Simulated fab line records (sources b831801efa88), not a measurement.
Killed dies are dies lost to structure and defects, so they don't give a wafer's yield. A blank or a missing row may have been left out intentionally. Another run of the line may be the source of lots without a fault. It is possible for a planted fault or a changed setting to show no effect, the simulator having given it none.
The same fault as seen by 2 desks -- flow gf180mcu -- what lay behind the numbers comes last; until then each desk has only its own

== FOR THE TOOL OWNER'S DESK: rie_si-02 ==
The tool's own readings at GF_POLY_GATE_ETCH_13 (etches poly-Si in HBr/Cl2, stops on SiO2, target depth 198.5 nm, time 69.6 s): means of the sampled wafers that have a number, for each lot that ran on this tool. The brackets show how far a lot's mean lies from the usual mean; more than 4 standard deviations puts the lot out of limits, marked OUT.
Columns: A = HBr_flow_sccm at GF_POLY_GATE_ETCH_13, usual 150.0 sccm; B = drypump_motor_current_A at GF_POLY_GATE_ETCH_13, usual 5.7 A; C = oes_product_au at GF_POLY_GATE_ETCH_13, usual 0.985 a.u.; D = throttle_valve_pct at GF_POLY_GATE_ETCH_13, usual 33.685 %
lot,first seen here,A,B,C,D
L565,day 11 04:13,150.0,5.5,0.992,33.688
L566,day 11 08:41,149.8,5.5,0.986,33.688
L571,day 13 00:05,150.0,5.6,0.928 (-7.2) OUT,33.688
This desk's finding: out of limits on L571; first on L571, day 13 00:05 (oes_product_au at GF_POLY_GATE_ETCH_13). L565, L566: within limits.

== THE METROLOGY DESK ==
What the gauges read for every lot (on any tool): the sampled wafers with a number, averaged. The brackets show how far a lot's mean lies from the usual mean; more than 4 standard deviations puts the lot out of limits, marked OUT.
Columns: A = POLY_GATE_CVD_00_THK at GF_POLY_GATE_THK_MEAS_01, usual 199.5 nm; B = cd_nm at GF_POLY_GATE_CD_MEAS_10, usual 280.3 nm; C = POLY_GATE_OVL at GF_POLY_GATE_OVL_MEAS_11, usual -3 nm
lot,first seen here,A,B,C
L565,day 10 09:44,200.0,280.6,-7
L566,day 10 14:31,200.1,280.3,-2
L571,day 12 04:32,199.2,280.6,-6
L573,day 12 14:57,200.6,281.5,-12
L580,day 14 13:47,199.2,281.2,-8
This desk's finding: nothing out of limits on any of the 5 lots.

== BROUGHT TOGETHER ==
On L571, at day 13 00:05, an alarm was possible from the tool owner's desk.
Nothing out of limits was seen by the metrology desk.
The metrology desk holds a record of L571, inside its limits.
On rie_si-02, each named lot ran GF_POLY_GATE_ETCH_13.

== WHAT THE SIMULATOR HAD INSERTED ==
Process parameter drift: rie_si-02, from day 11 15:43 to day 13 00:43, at GF_POLY_GATE_ETCH_13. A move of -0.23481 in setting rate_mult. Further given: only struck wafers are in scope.
Struck lots among those shown: L571.
Each desk's first reading out of limits, in hours after the fault started: the tool owner's desk, 32.
